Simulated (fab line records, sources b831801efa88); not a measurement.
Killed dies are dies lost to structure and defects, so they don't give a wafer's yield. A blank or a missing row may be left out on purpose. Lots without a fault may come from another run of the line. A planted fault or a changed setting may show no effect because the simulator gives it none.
A struck lot beside a sound one | flow gf180mcu | 19 steps out of a route of 602
Sound: wafers L808.3, L808.4, L808.5. Struck: wafers L824.1, L824.3, L824.4. The cause comes at the end.
At each step with rows: each side's tool, then ch and its chambers, then its first start. Under that, the readings that differ: sound wafers | struck wafers | difference of the means | sigmas: that difference in standard deviations of wafers without a fault.
alike: readings whose means differ by less than 2 such deviations, and words and numbers that are the same on both sides. not compared: withheld readings, readings that some wafer has no value for, bounds like >300 that may hide the same value, and numbers for which the record gives no deviation and whose values overlap.
The two part at a step that has a row with sigmas, a row that says differs or no value, or rows on one side only. Numbers that don't overlap but have no deviation are shown without sigmas and don't part them. A reading that every wafer of one side lacks parts them only if that side has two wafers or more.

first, 1 step without rows for these wafers: GF_V1_CVD_00 (deposits SiO2, target thk 600 nm, time 100 s).
GF_V1_THK_MEAS_01:
  sound on film_metro-02, day 18 11:56; struck on film_metro-03, day 23 12:38
  alike: V1_CVD_00_THK
GF_V1_CVD_02: deposits SiO2 from TEOS, target thk 850 nm, time 94.851 s.
  sound on pecvd-01 ch 0,2, day 18 11:58; struck on pecvd-04 ch 0,1,2, day 23 12:42
  alike: heater_power_w, rf_fwd_power_W
GF_V1_THK_MEAS_03:
  sound on film_metro-02, day 18 12:08; struck on film_metro-04, day 23 12:46
  alike: V1_CVD_02_THK
GF_V1_CMP_04: polishes SiO2.
  sound on cmp-02 ch 2,3, day 18 12:11; struck on cmp-02 ch 1,2,3, day 23 12:53
  alike: motor_current_A, time_to_endpoint_s
GF_V1_BOW_MEAS_05:
  sound on film_metro-03, day 18 12:31; struck on film_metro-03, day 23 13:08
  alike: V1_BOW
then, 6 steps without rows for these wafers: GF_V1_DEHYDRATE_06 (time 60 s); GF_V1_HMDS_07 (prime time 60 s); GF_V1_COAT_08; GF_V1_COAT_09 (resist thk 1018 nm); GF_V1_SOFTBAKE_10 (time 60 s); GF_V1_EXPOSE_11 (exposes mask Via1, target cd 260 nm).
GF_V1_PEB_12: peb time 90 s.
  sound on litho_track-02 ch 0, day 19 12:15; struck on litho_track-01 ch 0, day 24 10:34
then, 1 step without rows for these wafers: GF_V1_DEVELOP_13 (develop time 60 s).
GF_V1_CD_MEAS_14: target cd 260 nm.
  sound on cd_sem-01, day 19 12:35; struck on cd_sem-02, day 24 10:55
  alike: cd_nm
GF_V1_OVL_MEAS_15:
  sound on overlay-01, day 19 12:40; struck on overlay-01, day 24 11:02
  alike: V1_OVL
GF_V1_ETCH_16: etches BARC in N2/H2.
  sound on rie_diel-04 ch 0,1,3, day 19 12:41; struck on rie_diel-01 ch 0,1,2, day 24 11:04
  reading             | sound             | struck          | difference | sigmas
  model.V1.cd_nm (nm) | 262.1 262.1 261.3 | 265.1 263.2 263 | +1.9       |
  alike: chamber_pressure_mTorr, drypump_motor_current_A, oes_product_au, rf_fwd_power_W, throttle_valve_pct
GF_V1_ETCH_17: etches SiO2 in C4F8/O2/Ar, stops on TiN, target depth 630 nm.
  sound on rie_diel-04 ch 0,1,3; struck on rie_diel-01 ch 0,1,2
  reading             | sound             | struck            | difference | sigmas
  model.V1.cd_nm (nm) | 261.6 262.2 261.5 | 264.9 262.8 262.4 | +1.6       |
  alike: chamber_pressure_mTorr, oes_product_au, rf_fwd_power_W
GF_V1_STRIP_18: strips in O2/N2.
  sound on plasma_asher-02 ch 0,1, day 19 12:51; struck on plasma_asher-02 ch 0,1, day 24 11:12
  alike: chamber_pressure_mTorr, drypump_motor_current_A, heater_power_w, oes_product_au
  not compared: rf_hours_counter_h

WHERE THEY PART
Nowhere in this record.

WHY: what the simulator had put in
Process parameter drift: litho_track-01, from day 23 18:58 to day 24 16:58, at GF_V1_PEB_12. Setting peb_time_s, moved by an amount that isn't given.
